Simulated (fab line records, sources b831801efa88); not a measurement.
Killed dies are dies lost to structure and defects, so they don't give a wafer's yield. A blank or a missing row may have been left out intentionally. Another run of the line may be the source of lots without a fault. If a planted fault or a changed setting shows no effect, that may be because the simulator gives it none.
One fault through the eyes of 2 desks / flow sky130 / every desk sees just its own numbers, and what lay behind them comes last

## THE METROLOGY DESK
Means of the sampled wafers that have a number, per lot and without regard to the tool the lot ran on: this is what the gauges read. A lot is out of limits, marked OUT, if its mean lies more than 4 standard deviations from the usual mean; the brackets give that distance.
Columns: A = FIELD_ISO_OXIDATION_00_THK at SKY_FIELD_ISO_THK_MEAS_02, usual 12.05 nm; B = NWELL_TW at SKY_NWELL_TW_MEAS_15, usual 1812; C = NWELL_2_TW at SKY_NWELL_TW_MEAS_26, usual 491; D = cd nm at SKY_VT_ADJUST_HVTP_CD_MEAS_07, usual 380.3 nm
lot=L111; first seen here=day 1 17:22; A=12.15; B=1823; C=490; D=378.5
lot=L114; first seen here=day 2 08:52; A=12.17; B=1824; C=490; D=379.1
lot=L116; first seen here=day 2 18:10; A=11.96; B=1812; C=491; D=381.9
lot=L117; first seen here=day 3 00:02; A=12.38; B=1814; C=493; D=381.6
lot=L120; first seen here=day 3 15:34; A=11.84; B=1814; C=494; D=386.3
lot=L121; first seen here=day 3 19:59; A=12.04; B=30 (-99 or more) OUT; C=492; D=379.3
lot=L126; first seen here=day 4 21:33; A=12.17; B=1821; C=491; D=378.5
lot=L127; first seen here=day 5 00:38; A=11.80; B=1811; C=494; D=381.6
lot=L128; first seen here=day 5 06:48; A=12.12; B=1821; C=487; D=378.0
lot=L129; first seen here=day 5 10:58; A=11.53; B=1818; C=487; D=380.8
lot=L130; first seen here=day 5 16:50; A=11.65; B=1806; C=487; D=375.0
lot=L132; first seen here=day 6 04:56; A=11.84; B=1812; C=486; D=382.4
lot=L133; first seen here=day 6 09:21; A=12.01; B=1801; C=492; D=374.3
This desk finds L121 out of limits, with the earliest case on L121 at day 7 06:39 (NWELL_TW at SKY_NWELL_TW_MEAS_15). L111, L114, L116, L117, L120, L126, L127, L128, L129, L130, L132, L133 stayed within limits.

## AT THE TOOL OWNER'S DESK: plasma asher-01
The tool's own readings at SKY_PWDE_STRIP_09 (strips in O2/N2): means of the sampled wafers that have a number, for each lot that ran on this tool. A lot is out of limits, marked OUT, if its mean lies more than 4 standard deviations from the usual mean; the brackets give that distance.
Columns: A = drypump motor current A at SKY_PWDE_STRIP_09, usual 5.7 A; B = oes product au at SKY_PWDE_STRIP_09, usual 0.722 a.u.; C = strip time to endpoint s at SKY_PWDE_STRIP_09, usual 36.88 s
lot=L116; first seen here=day 5 08:48; A=5.6; B=0.722; C=36.71
lot=L120; first seen here=day 6 07:11; A=5.6; B=0.721; C=36.98
lot=L121; first seen here=day 6 11:26; A=5.8; B=0.930 (+41) OUT; C=-
lot=L130; first seen here=day 8 14:50; A=5.6; B=0.726; C=36.89
Finding of this desk: L121 out of limits; the first was L121 at day 6 11:26, on oes product au at SKY_PWDE_STRIP_09. L116, L120, L130 stayed within limits.

## PUT TOGETHER
The tool owner's desk had the chance to raise an alarm at day 6 11:26 on L121.
On L121, the metrology desk was in a position to raise an alarm at day 7 06:39.
Of the lots named, all ran SKY_PWDE_STRIP_09 on plasma asher-01.

## WHAT HAD BEEN PUT IN BY THE SIMULATOR
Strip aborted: plasma asher-01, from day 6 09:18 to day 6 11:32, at SKY_PWDE_STRIP_09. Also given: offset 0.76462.
Shown lots that were struck: L121.
Delay (hours) between the fault's onset and each desk's first out-of-limits reading: 2 at the tool owner's desk, 21 at the metrology desk.
